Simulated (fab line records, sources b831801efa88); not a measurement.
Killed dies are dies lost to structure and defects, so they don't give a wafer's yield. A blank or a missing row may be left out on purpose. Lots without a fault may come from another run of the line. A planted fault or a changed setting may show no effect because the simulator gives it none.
Problem report in the 8D (eight disciplines) form, filled by code | flow gf180mcu | the parts of the form that need people (team, actions taken, sign-off) are left out

1. THE PROBLEM
HV_LDD_01_OVL at GF_HV_LDD_OVL_MEAS_20 reads a mean of -104.3 nm on 6 wafers of 2 lots; wafers without a fault read -0.3 nm with a standard deviation of 1.6. That is -65 standard deviations from the usual mean.
First seen on wafer L222.1, day 14 06:52, on overlay-02. The record holds 36 wafers of 12 lots with a number at this step. Rule for "out", or "out of limits": more than 4 standard deviations from the usual mean. The other wafers with a number count as sound.

2. WHAT IT IS AND WHAT IT IS NOT
question                    | is                     | is not
which readings at this step | HV_LDD_01_OVL          | -
which lots                  | L222, L223             | L211, L212, L213, L214, L218, L221, L229, L230, L232, L234
which wafers of those lots  | all that have a number | -
read on which gauges        | overlay-02             | overlay-01
when                        | from day 14 06:52      | up to then (18 sound wafers); but 12 sound wafers of L229, L230, L232, L234 came after

3. SUSPECTS, AND WHAT RULES EACH OUT
Counting: a tool at a process step up to the reading stays a suspect if it ran every lot that is out and no sound lot after the first of them.
- the gauge at GF_HV_LDD_OVL_MEAS_20: kept. All the wafers that are out were read on overlay-02, and no step on other tools shows them out.
- iline_stepper-02 at GF_HV_LDD_EXPOSE_16 (exposes mask Pplus LV AREA, target cd 400 nm): kept. It ran every lot that is out, first L222 (day 13 20:31), and no sound lot after that; its last sound lot up to then is L214 (day 11 10:46).
Left after counting: iline_stepper-02 at GF_HV_LDD_EXPOSE_16, overlay-02 at GF_HV_LDD_OVL_MEAS_20.

4. THE CAUSE (what the simulator had put in)
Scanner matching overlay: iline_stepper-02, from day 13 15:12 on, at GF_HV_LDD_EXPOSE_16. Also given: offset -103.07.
Counting left 2 suspects, and this tool is among them.

5. THE CHAIN OF EFFECTS, in route order
Each row: a reading whose mean over the struck wafers that have a number lies more than 3 standard deviations from the usual. Only readings for which the record gives a usual standard deviation are gone through. hours: the time from each lot's start at the first step in this table that gives one to its start at this step, as a median over the lots. sigmas: the change in usual standard deviations.
hours | step                  | reading       | usual   | on struck wafers | change | sigmas
0     | GF_HV_LDD_OVL_MEAS_20 | HV_LDD_01_OVL | -0.3 nm | -104.3           | -104.0 | -65

6. WHAT WOULD HAVE CAUGHT IT SOONER
In this record the first reading out of limits at a measuring or inspecting step was taken at day 14 06:52, 16 hours after the fault began at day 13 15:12.
All the lots that are out (2) had begun GF_HV_LDD_EXPOSE_16 on iline_stepper-02 by day 14 06:52. A hold on the tool at that time would have spared none of them.
